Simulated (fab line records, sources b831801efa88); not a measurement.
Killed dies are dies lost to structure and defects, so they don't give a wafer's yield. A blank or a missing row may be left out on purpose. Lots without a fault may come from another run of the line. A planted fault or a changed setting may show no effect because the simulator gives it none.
Which tool did it? | flow sky130 | 11 lots, 33 wafers sampled, at 6 steps of a route of 708

WHAT THE GAUGES READ, wafer by wafer
SKY_LDD_HVP_OVL_MEAS_07.
lot  | measured     | on         | LDD_HVP_OVL (nm)
L494 | day 21 16:51 | overlay-01 | -3.0 -2.7 0.2
L496 | day 22 07:54 | overlay-02 | 0.7 -1.7 1.4
L499 | day 22 21:36 | overlay-01 | 1.6 1.0 -0.2
L500 | day 23 16:48 | overlay-01 | -0.6 -1.0 -2.1
L502 | day 24 07:48 | overlay-02 | 1.4 0.6 2.8
L503 | day 24 20:52 | overlay-01 | -2.0 -1.4 -1.8
L512 | day 27 20:11 | overlay-02 | 2.2 1.5 1.3
L514 | day 28 21:11 | overlay-02 | 1.2 -0.9 1.1
L515 | day 29 01:04 | overlay-02 | 2.0 3.3 2.4
L516 | day 29 08:43 | overlay-01 | -1.4 0.5 -2.6
L517 | day 29 15:37 | overlay-01 | -1.7 1.2 -0.5

SKY_SD_N_CD_MEAS_07: target cd 380 nm.
lot  | measured     | on        | cd_nm (nm)
L494 | day 28 00:52 | cd_sem-01 | 379.7 376.8 380.7
L496 | day 28 16:37 | cd_sem-02 | 378.3 378.7 378.6
L499 | day 29 03:03 | cd_sem-02 | 380.4 380.5 379.6
L500 | day 29 19:30 | cd_sem-02 | 378.8 380.5 379.5
L502 | day 30 10:56 | cd_sem-02 | 382.8 380.5 381.2
L503 | day 30 18:08 | cd_sem-01 | 379.5 378.6 379.9
L512 | day 33 11:49 | cd_sem-02 | 378.9 378.9 380.0
L514 | day 34 12:51 | cd_sem-02 | 379.6 380.7 377.8
L515 | day 34 14:32 | cd_sem-01 | 378.2 379.7 382.0
L516 | day 35 00:38 | cd_sem-02 | 384.3 381.6 383.2
L517 | day 35 12:16 | cd_sem-02 | 380.3 380.0 379.3

SKY_SD_N_RS_MEAS_16: measures by four-point-probe.
lot  | measured     | on            | SD_N_RS (ohm/sq)
L494 | day 28 01:43 | film_metro-04 | 68.40 68.58 68.53
L496 | day 28 17:28 | film_metro-02 | 68.37 68.36 68.36
L499 | day 29 03:54 | film_metro-04 | 68.69 68.53 68.58
L500 | day 29 20:22 | film_metro-03 | 59.71 59.79 59.72
L502 | day 30 11:50 | film_metro-04 | 59.78 59.77 59.72
L503 | day 30 18:59 | film_metro-04 | 68.46 68.57 68.57
L512 | day 33 12:40 | film_metro-04 | 68.61 68.70 68.86
L514 | day 34 13:59 | film_metro-02 | 68.44 68.31 68.36
L515 | day 34 15:23 | film_metro-02 | 68.45 68.07 68.37
L516 | day 35 01:29 | film_metro-04 | 68.71 68.59 68.65
L517 | day 35 13:07 | film_metro-04 | 68.65 68.70 68.63

SKY_SD_N_RS_MEAS_17: measures by four-point-probe.
lot  | measured     | on            | SD_P_RS (ohm/sq)
L494 | day 28 01:50 | film_metro-04 | 146.8 147.1 146.8
L496 | day 28 17:35 | film_metro-02 | 146.7 146.7 147.0
L499 | day 29 04:01 | film_metro-04 | 146.9 146.8 146.9
L500 | day 29 20:29 | film_metro-03 | 104.5 104.5 104.7
L502 | day 30 11:57 | film_metro-04 | 104.8 104.4 104.8
L503 | day 30 19:06 | film_metro-04 | 147.3 147.0 146.7
L512 | day 33 12:47 | film_metro-04 | 147.6 147.6 147.7
L514 | day 34 14:07 | film_metro-02 | 146.6 146.1 146.0
L515 | day 34 15:30 | film_metro-02 | 146.5 146.5 146.8
L516 | day 35 01:36 | film_metro-04 | 147.0 147.4 147.0
L517 | day 35 13:14 | film_metro-04 | 147.4 147.2 147.9

SKY_SD_N_RS_MEAS_18: measures by four-point-probe.
lot  | measured     | on            | RES_XHIGH_RS (ohm/sq)
L494 | day 28 01:57 | film_metro-04 | 333.8 334.1 333.6
L496 | day 28 17:42 | film_metro-02 | 332.6 332.5 332.8
L499 | day 29 04:08 | film_metro-04 | 332.3 332.9 333.4
L500 | day 29 20:37 | film_metro-03 | 329.0 328.7 328.7
L502 | day 30 12:04 | film_metro-04 | 328.8 328.9 329.3
L503 | day 30 19:13 | film_metro-04 | 332.3 333.5 331.7
L512 | day 33 12:54 | film_metro-04 | 335.1 334.5 334.3
L514 | day 34 14:14 | film_metro-02 | 331.2 330.9 331.9
L515 | day 34 15:37 | film_metro-02 | 332.3 332.7 330.9
L516 | day 35 01:43 | film_metro-04 | 333.7 334.7 333.7
L517 | day 35 13:22 | film_metro-04 | 332.8 333.9 333.9

WHICH TOOL RAN EACH LOT (tool, then ch and the chambers of the sampled wafers, then the start)
lot  | SKY_SD_N_RTA_14
L494 | rtp_anneal-02 ch 0, day 28 01:32
L496 | rtp_anneal-02 ch 0, day 28 17:17
L499 | rtp_anneal-02 ch 0, day 29 03:43
L500 | rtp_anneal-02 ch 0, day 29 20:11
L502 | rtp_anneal-02 ch 0, day 30 11:36
L503 | rtp_anneal-01 ch 0, day 30 18:47
L512 | rtp_anneal-02 ch 0, day 33 12:29
L514 | rtp_anneal-02 ch 0, day 34 13:49
L515 | rtp_anneal-01 ch 0, day 34 15:11
L516 | rtp_anneal-02 ch 0, day 35 01:17
L517 | rtp_anneal-02 ch 0, day 35 12:56
- SKY_SD_N_RTA_14: time 2 s.

WHAT THE TOOLS THEMSELVES READ (means of the sampled wafers that have a number; where no wafer has one, the mark that the record gives instead)
SKY_SD_N_RTA_14.
lot  | tool          | lamp_power_pct (%) | wafer_temp_C_max
L494 | rtp_anneal-02 | 15.76              | 1077.0
L496 | rtp_anneal-02 | 15.72              | 1079.0
L499 | rtp_anneal-02 | 15.66              | 1076.7
L500 | rtp_anneal-02 | 16.75              | 1127.6
L502 | rtp_anneal-02 | 16.78              | 1126.6
L503 | rtp_anneal-01 | 15.77              | 1078.6
L512 | rtp_anneal-02 | 15.82              | 1077.9
L514 | rtp_anneal-02 | 15.72              | 1077.7
L515 | rtp_anneal-01 | 15.73              | 1077.6
L516 | rtp_anneal-02 | 15.77              | 1077.7
L517 | rtp_anneal-02 | 15.72              | 1077.7

THE ANSWER, worked out from the rows above alone
Rule: what is usual is taken from the lots themselves. Put in order of their means at a reading, lots are off if they are a third of the lots or fewer, leave a main group of 4 or more, and stand apart from it by a gap of 3 or more times the standard deviation of the main group's means; of several such gaps the widest counts. A main group whose means are all the same, to the digits that the tables above print for the reading, isn't used. A lot without any number at a reading at which 4 lots or more have one is off too. The other lots that the step has rows for count as sound. The gauges are gone through in route order, then the tools' own readings, and for those a lot's mean is taken as printed above. The first step at which some lot is off is used, and at that step the reading that is off furthest; a lot without a number counts as furthest.
Off: L500, L502, at SKY_SD_N_RS_MEAS_16 (SD_N_RS). The main group: mean 68.52 ohm/sq, standard deviation 0.14.
A tool fits if, at a process step before that reading, it ran every lot that is off, and no sound lot after the first of them. The gauges at SKY_SD_N_RS_MEAS_16 aren't tried: what is off there is off at SKY_SD_N_RTA_14 too, on other tools, and a gauge's error can't cause that. None of those tried fits.

WHAT THE SIMULATOR HAD PUT IN
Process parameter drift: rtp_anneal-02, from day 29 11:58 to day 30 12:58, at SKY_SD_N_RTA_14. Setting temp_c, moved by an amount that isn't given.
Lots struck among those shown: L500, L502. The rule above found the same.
